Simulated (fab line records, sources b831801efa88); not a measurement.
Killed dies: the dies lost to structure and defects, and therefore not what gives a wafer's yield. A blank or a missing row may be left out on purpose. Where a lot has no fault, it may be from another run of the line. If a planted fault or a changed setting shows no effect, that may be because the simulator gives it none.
A lot that was struck, set against a sound lot | flow sky130 | 15 out of 708 route steps
Sound: these wafers, L661.1, L661.2, L661.5. The struck wafers were L674.1, L674.3, L674.5. The cause is given at the end.
At each step with rows: each side's tool, then ch and its chambers, then its first start. Under that, the readings that differ: sound wafers | struck wafers | difference of the means | sigmas: that difference in standard deviations of wafers without a fault.
alike: a reading whose means differ by less than 2 such deviations, as well as words and numbers matching on both sides. not compared: withheld readings; readings where some wafer has no value; bounds like >300 that might hide an equal value; numbers whose values overlap and for which the record gives no deviation.
Wherever a step has rows on one side only, a row that says differs or no value, or a row with sigmas, the two part there. Numbers that don't overlap but have no deviation are shown without sigmas and don't part them. Lack of a reading on every wafer of one side parts them only where that side has two or more wafers.

SKY_VIA2_ETCH_14: etches BARC in N2/H2, stops on SiO2, time 45.9 s, target depth 60 nm.
  sound on rieDiel-04 ch 0,3, day 36 23:56; struck on rieDiel-04 ch 0,2,3, day 40 05:10
  alike: chamberPressureMTorr, drypumpMotorCurrentA, oesProductAu, throttleValvePct
  not compared: rfHoursCounterH
SKY_VIA2_ETCH_15: etches SiO2 in C4F8/O2/Ar, stops on TiN, target depth 546 nm, time 84 s.
  sound on rieDiel-04 ch 0,3, day 36 23:59; struck on rieDiel-04 ch 0,2,3, day 40 05:13
  alike: chamberPressureMTorr, oesProductAu
  not compared: rfHoursCounterH
SKY_VIA2_STRIP_16: strips in O2/N2.
  sound on plasmaAsher-01 ch 0,1, day 37 00:03; struck on plasmaAsher-01 ch 1, day 40 05:16
  alike: chamberPressureMTorr, drypumpMotorCurrentA, oesProductAu, stripTimeToEndpointS
  not compared: rfHoursCounterH
then, 4 steps without rows for these wafers: SKY_VIA2_STRIP_17 (strips in post etch residue remover, time 1200 s); SKY_VIA2_CLEAN_18 (cleans in IPA, time 180 s); SKY_VIA2_CLEAN_19 (cleans in O3/DIW); SKY_VIA2_SPUTTER_20 (material TiN, target thk 20 nm, time 80 s).
SKY_VIA2_CVD_21: deposits W, target thk 420 nm, time 126.4 s.
  sound on cvdW-02 ch 0,1, day 37 00:44; struck on cvdW-01 ch 0,1, day 40 05:56
  alike: heaterPowerW
SKY_VIA2_RS_MEAS_22: a four-point-probe measurement.
  sound on filmMetro-02, day 37 00:52; struck on filmMetro-04, day 40 06:04
  alike: VIA2_W_RS
SKY_VIA2_THK_MEAS_23: measures by xrf.
  sound on filmMetro-02, day 37 00:59; struck on filmMetro-04, day 40 06:11
  alike: VIA2_W_THK
SKY_VIA2_CMP_24: polishes, stops on SiO2, t overpolish 20 s, target thk 0 nm.
  sound on cmp-01 ch 1,3, day 37 01:06; struck on cmp-02 ch 1,2,3, day 40 06:34
  alike: edgeZonePressureFrac, motorCurrentA, overpolishRunS, timeToEndpointS
then, 1 step without rows for these wafers: SKY_METAL3_SPUTTER_00 (material Ti, target thk 15 nm, time 10 s).
SKY_METAL3_SPUTTER_01: material TiN, target thk 20 nm, time 16.7 s.
  sound on pvdSputter-04, day 37 01:22; struck on pvdSputter-01, day 40 06:53
reading                                   | sound                | struck               | difference | sigmas
chamberPressurePa (Pa)                    | 0.4001 0.4007 0.4006 | 0.5533 0.5532 0.5531 | +0.1527    | +99 or more
throttleValvePct (%)                      | 31.9 30.6 30.8       | 26.0 24.8 25.0       | -5.8       | -5
model.TiN_of_METAL3_SPUTTER_01.thkNm (nm) | 19.92 19.73 19.55    | 18.31 18.59 18.56    | -1.25      | 
then, 1 step without rows for these wafers: SKY_METAL3_SPUTTER_02 (material AlCu, target thk 735 nm, time 39.1 s).
-- the record jumps here: 9 days lie between the struck wafers' starts before and after (it left off in module METAL3 and takes up again in module PAD_OPEN, whose first step shown is number 708 of the route) --
SKY_PAD_OPEN_PROBE_99:
  the record has rows for the struck wafers here (prober-01, day 48 23:56) and none for the sound ones

WHERE THEY PART
First at SKY_METAL3_SPUTTER_01; last, within this record, at SKY_PAD_OPEN_PROBE_99.

WHY: what had been put in by the simulator
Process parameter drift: pvdSputter-01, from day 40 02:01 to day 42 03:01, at SKY_METAL3_SPUTTER_01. Setting chamberPressurePa shifted by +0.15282 from 0.4. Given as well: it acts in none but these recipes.
